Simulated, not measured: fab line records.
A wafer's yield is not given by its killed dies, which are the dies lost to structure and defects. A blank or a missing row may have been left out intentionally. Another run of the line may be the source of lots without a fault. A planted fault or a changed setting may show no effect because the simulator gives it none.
fab line records    flow sfqLine
record: lots: 6  wafers: 18  lastDay: 87
route steps=325 shown M4@162 I4@163
lots with no fault: from the same line, run without faults
startH: start of the lot's first displayed wafer, in hours after the record's first day    waitH: hours from the lot's prior step to this one    " identical to the entry in the row above    L1.1+2: several wafers, shown together as one row    - no value, or no start given    * or withheld: withheld    < > ~ a bound
route shown NAME@n: names a module that has steps shown in the file, with the first one's number in the route    usual: mean/standard deviation of fault-free wafers    same: alike in all rows    chamber/n: place in a boat    sites: the reading at each site    _std_site: how widely they spread, as a standard deviation    _edge_site: inner sites' mean taken away from outer sites' mean    radiusMm: for every site, how far away it sits from the centre of the wafer    mask NAME#n: copy n    behind: the tool/chamber that last shaped the wafer    hold: why the lot was held/for how many hours/how that ended    device: transistor that didn't switch, given as n, p or np    end of line: the same wafers' tests at the end of the route    where a step has no rows: the recipe by itself    killed: count of dies lost to structure and defects at first sort (not the wafer's yield)    map: a wafer's dies, marking killed ones x, the rest . and places with no die _
set.NAME: the setting as run; set.NAME@STEP: as run at that earlier step    model.NAME: the simulator's own value behind a step, which no gauge read
lots at selected steps of the route; one table per step, one row per wafer
services: from which hour (startH, from the record's first day; less than 0 if before it) a tool's chamber was out of use, for how many hours, and why
== steps ==
step: SFQ_TRILAYER_M4_STRIP_SOLV_CLEAN_098
recipe: chemistry: NMP  tempC: 70  timeS: 600
step: SFQ_TRILAYER_I4_DEP_PECVD_099
recipe: material: SiO2  tempC: 150  timeS: 111.11  pressureTorr: 2.4  rfW: 183.3  precursor: SiH4/N2O  targetThkNm: 500
usual: heaterPowerW: 81/21  throttleValvePct: 25.1/0.91
lot.wafer  tool      chamber  startH   waitH  heaterPowerW  sinceWetCleanH  throttleValvePct
L703.1     pecvd-03  1        1042.11  0.0    90            1203            25.0
L703.3     "         2        "        "      88            1203            24.2
L703.5     "         0        "        "      64            -               25.1
L706.2     pecvd-02  2        1221.05  0.0    41            643             26.0
L706.4     "         0        "        "      108           -               23.9
L706.6     "         1        "        "      111           -               25.6
L707.1     pecvd-04  0        1224.65  0.0    90            1016            24.8
L707.4     "         0        "        "      91            -               24.5
L707.6     "         1        "        "      75            -               26.8
L718.1     pecvd-02  2        1423.47  0.0    41            846             26.5
L718.4     "         2        "        "      42            -               26.7
L718.5     "         0        "        "      110           -               24.1
L719.4     pecvd-03  0        1428.31  0.0    68            -               24.1
L719.5     "         1        "        "      89            -               23.8
L719.6     "         2        "        "      87            -               22.9
L721.1     pecvd-03  1        1555.97  0.0    89            225             23.9
L721.2     "         2        "        "      77            225             23.2
L721.4     "         2        "        "      85            -               23.2
step: SFQ_TRILAYER_I4_CMP_CMP_100
recipe: material: SiO2  downForcePsi: 3  platenRpm: 60  padVelocityMS: 0.94248
usual: motorCurrentA: 10.1/1.1  retainingRingPressureFrac: 1.000/0.0051  slurryFlowMlMin: 150.0/0.46  timeToEndpointS: 211/6.9
lot.wafer  tool    chamber  startH   waitH  motorCurrentA  retainingRingPressureFrac  slurryFlowMlMin  timeToEndpointS
L703.1     cmp-01  2        1045.73  3.6    11.2           1.000                      150.6            204
L703.3     "       0        1046.73  4.6    9.3            0.999                      150.5            201
L703.5     "       2        1047.73  5.5    12.0           1.003                      150.9            221
L706.4     cmp-01  0        1222.23  1.1    9.2            0.998                      150.2            211
L706.2     "       1        "        "      11.6           1.004                      149.1            213
L706.6     "       3        1223.73  2.6    11.5           0.997                      150.1            212
L707.1     cmp-01  2        1224.73  0.0    10.8           1.002                      150.8            201
L707.4     "       3        "        "      11.0           0.998                      149.8            207
L707.6     "       2        1226.73  2.0    11.2           0.993                      150.5            221
L718.1     cmp-02  2        1423.55  0.0    10.8           1.001                      149.7            218
L718.4     "       3        "        "      8.5            0.994                      149.7            211
L718.5     "       3        1426.05  2.5    8.1            0.999                      150.1            213
L719.4     cmp-02  2        1428.35  0.0    10.3           1.004                      150.7            216
L719.5     "       2        1430.35  2.0    10.8           0.994                      150.3            216
L719.6     "       3        "        "      8.3            0.995                      150.5            200
L721.1     cmp-02  2        1558.58  2.6    10.5           0.996                      150.2            216
L721.2     "       3        "        "      8.4            1.000                      150.2            207
L721.4     "       0        "        "      9.8            0.992                      150.1            213
step: SFQ_I4_BOW_MEAS_927
recipe: mode: bow
usual: I4_BOW: 3/8.4
lot.wafer  tool          chamber  startH   waitH  I4_BOW[um]
L703.1     filmMetro-03  -        1048.23  2.0    -15
L703.3     "             -        "        "      -13
L703.5     "             -        "        "      -4
L706.2     filmMetro-01  -        1224.75  1.5    1
L706.4     "             -        "        "      8
L706.6     "             -        "        "      1
L707.1     filmMetro-01  -        1227.73  2.5    -1
L707.4     "             -        "        "      -2
L707.6     "             -        "        "      0
L718.1     filmMetro-02  -        1426.55  2.5    -4
L718.4     "             -        "        "      -1
L718.5     "             -        "        "      -13
L719.4     filmMetro-02  -        1431.41  2.6    -2
L719.5     "             -        "        "      -15
L719.6     "             -        "        "      -14
L721.1     filmMetro-01  -        1561.58  2.5    -7
L721.2     "             -        "        "      4
L721.4     "             -        "        "      -7
step: SFQ_TRILAYER_I4_METRO_MEASURE_101
usual: thkNm: 199.5/0.9
lot.wafer  tool          chamber  startH   waitH  thkNm
L703.1     filmMetro-03  -        1048.35  0.1    199.2
L703.3     "             -        "        "      198.7
L703.5     "             -        "        "      198.7
L706.2     filmMetro-01  -        1225.05  0.3    201.0
L706.4     "             -        "        "      201.3
L706.6     "             -        "        "      200.8
L707.1     filmMetro-01  -        1227.85  0.1    198.9
L707.4     "             -        "        "      199.2
L707.6     "             -        "        "      199.1
L718.1     filmMetro-02  -        1426.67  0.1    199.4
L718.4     "             -        "        "      200.1
L718.5     "             -        "        "      199.7
L719.4     filmMetro-02  -        1432.07  0.6    199.8
L719.5     "             -        "        "      199.0
L719.6     "             -        "        "      198.1
L721.1     filmMetro-01  -        1561.70  0.1    198.9
L721.2     "             -        "        "      198.9
L721.4     "             -        "        "      198.0
step: SFQ_TRILAYER_I4_VIA_LITHO_COAT_108
recipe: resist: BARC  spinRpm: 3000  resistThkNm: 62
step: SFQ_TRILAYER_I4_VIA_LITHO_COAT_103
recipe: resist: KrF  spinRpm: 3000  resistThkNm: 650
step: SFQ_TRILAYER_I4_VIA_LITHO_SOFTBAKE_107
recipe: tempC: withheld  timeS: withheld  resist: KrF
step: SFQ_TRILAYER_I4_VIA_LITHO_EXPOSE_104
recipe: maskId: I4  na: 0.6  sourceShape: conventional  sigmaOuter: 0.65  targetCdNm: 700  doseMj: 21.3
step: SFQ_TRILAYER_I4_VIA_LITHO_PEB_106
recipe: pebTempC: 115  pebTimeS: 60  resist: KrF
step: SFQ_TRILAYER_I4_VIA_LITHO_DEVELOP_105
recipe: timeS: 60  resist: KrF
step: SFQ_I4_OVL_MEAS_928
usual: I4_OVL: 4/5.2
lot.wafer  tool        chamber  startH   waitH  I4_OVL[nm]
L703.1     overlay-02  -        1053.66  0.1    3
L703.3     "           -        "        "      3
L703.5     "           -        "        "      2
L706.2     overlay-02  -        1228.85  0.1    11
L706.4     "           -        "        "      10
L706.6     "           -        "        "      5
L707.1     overlay-02  -        1232.45  0.1    11
L707.4     "           -        "        "      16
L707.6     "           -        "        "      7
L718.1     overlay-02  -        1431.36  0.1    7
L718.4     "           -        "        "      -3
L718.5     "           -        "        "      5
L719.4     overlay-02  -        1437.37  0.1    0
L719.5     "           -        "        "      -2
L719.6     "           -        "        "      -2
L721.1     overlay-02  -        1690.71  0.1    4
L721.2     "           -        "        "      5
L721.4     "           -        "        "      6
step: SFQ_TRILAYER_I4_VIA_BARC_OPEN_VIA_ETCH_146
recipe: maskMaterial: PR  chemistry: O2  targetDepthNm: 125  target: BARC  sourceW: 500  biasW: 80  pressureMtorr: 30  timeS: 41.7
usual: drypumpMotorCurrentA: 5.8/0.4  oesProductAu: 0.686/0.0046
lot.wafer  tool        chamber  startH   waitH  drypumpMotorCurrentA  oesProductAu  rfHoursCounterH  model.KrF_of_TRILAYER_I4_VIA_LITHO_COAT_103.thkNm
L703.1     rieDiel-02  2        1053.69  0.0    6.5                   0.681         8                577.6
L703.3     "           1        "        "      5.9                   0.685         11               574.3
L703.5     "           1        "        "      5.9                   0.688         -                571.8
L706.2     rieDiel-04  2        1228.88  0.0    6.2                   0.680         10               574.2
L706.4     "           1        "        "      6.2                   0.683         8                573.7
L706.6     "           3        "        "      5.8                   0.684         -                553.5
L707.1     rieDiel-04  2        1232.48  0.0    6.2                   0.696         10               574.2
L707.4     "           0        "        "      5.8                   0.681         16               574.6
L707.6     "           3        "        "      5.8                   0.686         -                553.3
L718.1     rieDiel-04  3        1431.39  0.0    5.8                   0.681         10               574.1
L718.4     "           2        "        "      6.2                   0.685         14               572.8
L718.5     "           1        "        "      6.2                   0.686         -                575.2
L719.4     rieDiel-04  3        1437.41  0.0    5.8                   0.685         -                568.5
L719.5     "           0        "        "      5.8                   0.682         -                569.9
L719.6     "           1        "        "      6.2                   0.686         -                568.6
L721.1     rieDiel-04  0        1690.74  0.0    5.8                   0.696         2                573.2
L721.2     "           0        "        "      5.8                   0.689         -                575
L721.4     "           0        "        "      5.8                   0.685         -                573
step: SFQ_TRILAYER_I4_VIA_ETCH_VIA_ETCH_106
recipe: target: SiO2  stopOn: Nb  maskMaterial: PR  taperDeg: 20  chemistry: CHF3  targetDepthNm: 260  sourceW: 500  biasW: 80  pressureMtorr: 30  timeS: withheld
usual: drypumpMotorCurrentA: 5.8/0.4  oesProductAu: 0.853/0.0049
lot.wafer  tool        chamber  startH   waitH  drypumpMotorCurrentA  oesProductAu  model.KrF_of_TRILAYER_I4_VIA_LITHO_COAT_103.thkNm
L703.1     rieDiel-02  2        1053.73  0.0    6.5                   0.854         534
L703.3     "           1        "        "      5.8                   0.852         528.2
L703.5     "           1        "        "      5.8                   0.855         526
L706.2     rieDiel-04  2        1228.92  0.0    6.2                   0.858         528.9
L706.4     "           1        "        "      6.1                   0.858         528.2
L706.6     "           3        "        "      5.8                   0.862         509.4
L707.1     rieDiel-04  2        1232.52  0.0    6.2                   0.857         529.3
L707.4     "           0        "        "      5.8                   0.844         530.3
L707.6     "           3        "        "      5.9                   0.847         509.8
L718.1     rieDiel-04  3        1431.43  0.0    5.8                   0.849         529
L718.4     "           2        "        "      6.2                   0.854         527.2
L718.5     "           1        "        "      6.1                   0.852         530
L719.4     rieDiel-04  3        1437.49  0.1    5.8                   0.852         523.2
L719.5     "           0        "        "      5.9                   0.854         525.4
L719.6     "           1        "        "      6.2                   0.846         523.2
L721.1     rieDiel-04  0        1690.86  0.1    5.8                   0.855         528.1
L721.2     "           0        "        "      5.8                   0.859         529.9
L721.4     "           0        "        "      5.8                   0.846         527.9
step: SFQ_TRILAYER_I4_VIA_STRIP_STRIP_107
recipe: gas: O2  powerW: 200  platenTempC: 40  overashFraction: 0.65  chemistry: O2  pressureMtorr: 50
usual: drypumpMotorCurrentA: 5.8/0.39  oesProductAu: 0.999/0.008
same: overashFraction: 0.65
lot.wafer  tool         chamber  startH   waitH  drypumpMotorCurrentA  oesProductAu  rfHoursCounterH
L703.1     rieMetal-02  1        1053.85  -      6.5                   0.995         121
L703.3     "            1        "        "      6.5                   0.997         -
L703.5     "            0        "        "      5.6                   1.000         -
L706.2     rieMetal-02  0        1229.23  -      5.6                   0.985         -
L706.4     "            0        "        "      5.6                   0.998         -
L706.6     "            0        "        "      5.6                   0.983         -
L707.1     rieMetal-01  1        1232.63  -      6.0                   1.007         66
L707.4     "            0        "        "      5.6                   1.001         -
L707.6     "            0        "        "      5.7                   0.989         -
L718.1     rieMetal-01  0        1431.54  -      5.6                   0.991         105
L718.4     "            0        "        "      5.6                   1.002         -
L718.5     "            0        "        "      5.6                   1.002         -
L719.4     rieMetal-04  1        1437.74  -      5.4                   0.997         -
L719.5     "            0        "        "      5.9                   0.987         -
L719.6     "            1        "        "      5.4                   1.007         -
L721.1     rieMetal-04  1        1691.20  -      5.4                   1.015         22
L721.2     "            0        "        "      5.9                   0.994         60
L721.4     "            0        "        "      5.9                   0.985         -
== services ==
tool          chamber  startH   hours  kind
filmMetro-01  -        1019.55  0.9    pm
cmp-01        -        1019.66  6.0    repair
rieDiel-04    3        1026.51  5.8    repair
rieDiel-04    2        1047.65  5.2    repair
rieDiel-04    -        1083.26  2.8    pm
rieDiel-04    -        1167.25  2.3    repair
rieDiel-04    2        1171.03  9.1    repair
rieDiel-04    2        1202.78  13.9   repair
rieDiel-04    3        1210.09  4.7    repair
rieDiel-04    0        1330.91  11.6   repair
rieDiel-04    1        1331.34  8.9    repair
rieDiel-04    2        1344.47  9.7    repair
rieDiel-04    -        1414.16  0.7    repair
rieDiel-04    3        1414.18  8.8    repair
rieDiel-04    2        1437.24  4.0    repair
rieDiel-04    2        1444.45  10.3   repair
rieDiel-04    1        1467.64  5.7    repair
rieDiel-04    1        1490.07  44.6   repair
rieDiel-04    0        1533.13  4.5    repair
rieDiel-04    0        1555.60  4.5    repair
rieDiel-04    3        1657.49  3.3    repair
rieDiel-04    3        1678.70  23.2   repair
rieDiel-04    2        1683.64  10.1   repair
rieDiel-04    1        1685.41  12.9   repair
== key ==
firstSign none at tools or gauges
modelEffect: step: SFQ_TRILAYER_I4_VIA_BARC_OPEN_VIA_ETCH_146  value: KrF_of_TRILAYER_I4_VIA_LITHO_COAT_103.thkNm  without: 575.3  struck: 553.4
modelEffect: step: SFQ_TRILAYER_I4_VIA_ETCH_VIA_ETCH_106  value: KrF_of_TRILAYER_I4_VIA_LITHO_COAT_103.thkNm  without: 531.5  struck: 509.6
metAt SFQ_TRILAYER_I4_VIA_BARC_OPEN_VIA_ETCH_146
struckWafers L706.6,L707.6
fault: kind: processParameterDrift  tool: rieDiel-04  chamber: 3  onsetH: 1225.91  steps: SFQ_TRILAYER_I4_VIA_BARC_OPEN_VIA_ETCH_146  channel: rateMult  offset: 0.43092  shape: step  endH: 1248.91
